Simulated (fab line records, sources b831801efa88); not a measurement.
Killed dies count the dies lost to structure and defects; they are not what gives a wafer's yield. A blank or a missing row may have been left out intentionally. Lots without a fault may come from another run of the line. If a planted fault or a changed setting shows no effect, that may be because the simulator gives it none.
A single fault, viewed from 2 desks || flow sky130 || only its own numbers are on each desk; what lay behind them is given at the end

## DESK OF THE TOOL OWNER: cvd-w-01
The tool's own readings at SKY_VIA4_CVD_18 (deposits W, target thk 505 nm, time 152.14 s): means of the sampled wafers that have a number, for each lot that ran on this tool. If a lot's mean is further than 4 standard deviations from the usual mean, the lot is out of limits and carries the mark OUT (the distance appears in the brackets).
Columns: A = chamber-pressure-Torr at SKY_VIA4_CVD_18, usual 40.00 Torr; B = heater-power-w at SKY_VIA4_CVD_18, usual 811 W
{"lot": "L281", "first seen here": "day 43 03:48", "A": 40.10, "B": 909}
{"lot": "L285", "first seen here": "day 44 14:02", "A": 39.94, "B": 865}
{"lot": "L287", "first seen here": "day 44 20:52", "A": 40.08, "B": 853}
{"lot": "L296", "first seen here": "day 47 03:56", "A": 39.97, "B": 899}
{"lot": "L294", "first seen here": "day 47 08:26", "A": 39.99, "B": 929}
{"lot": "L299", "first seen here": "day 48 10:17", "A": 39.96, "B": 921}
This desk found nothing out of limits on any of the 6 lots.

## THE METROLOGY DESK
Means of the sampled wafers that have a number, per lot and without regard to the tool the lot ran on: this is what the gauges read. If a lot's mean is further than 4 standard deviations from the usual mean, the lot is out of limits and carries the mark OUT (the distance appears in the brackets).
Columns: A = VIA4_BOW at SKY_VIA4_BOW_MEAS_03, usual 78 um; B = VIA4_W_RS at SKY_VIA4_RS_MEAS_19, usual 0.2269 ohm/sq; C = VIA4_W_THK at SKY_VIA4_THK_MEAS_20, usual 501 nm
{"lot": "L281", "first seen here": "day 42 05:53", "A": 72, "B": 0.2287, "C": 498}
{"lot": "L285", "first seen here": "day 43 14:46", "A": 72, "B": 0.2296, "C": 487}
{"lot": "L287", "first seen here": "day 43 21:28", "A": 80, "B": 0.2281, "C": 502}
{"lot": "L292", "first seen here": "day 45 04:07", "A": 84, "B": 0.2271, "C": 504}
{"lot": "L296", "first seen here": "day 46 08:21", "A": 74, "B": 0.2264, "C": 510}
{"lot": "L294", "first seen here": "day 46 13:17", "A": 77, "B": "0.1924 (-16) OUT", "C": "608 (+14) OUT"}
{"lot": "L299", "first seen here": "day 47 14:14", "A": 63, "B": "0.1934 (-16) OUT", "C": "592 (+12) OUT"}
{"lot": "L301", "first seen here": "day 47 15:25", "A": 81, "B": 0.2251, "C": 501}
{"lot": "L302", "first seen here": "day 48 05:52", "A": 83, "B": 0.2256, "C": 498}
{"lot": "L303", "first seen here": "day 48 11:36", "A": 75, "B": 0.2284, "C": 501}
This desk finds L294, L299 out of limits, with the earliest case on L294 at day 47 08:36 (VIA4_W_RS at SKY_VIA4_RS_MEAS_19). In limits: L281, L285, L287, L292, L296, L301, L302, L303.

## ALL TOGETHER
At day 47 08:36 the metrology desk could have sounded an alarm, on L294, L299.
Nothing out of limits was seen by the tool owner's desk.
On record at the tool owner's desk: L294, L299, within its limits.
Of the lots named, all ran SKY_VIA4_CVD_18 on cvd-w-01.

## WHAT THE SIMULATOR PUT IN
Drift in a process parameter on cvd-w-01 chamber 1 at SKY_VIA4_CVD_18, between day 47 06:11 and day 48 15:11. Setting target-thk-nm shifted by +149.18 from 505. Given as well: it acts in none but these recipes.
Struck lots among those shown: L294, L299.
Hours from the fault's start to each desk's first reading out of limits: the metrology desk, 2.
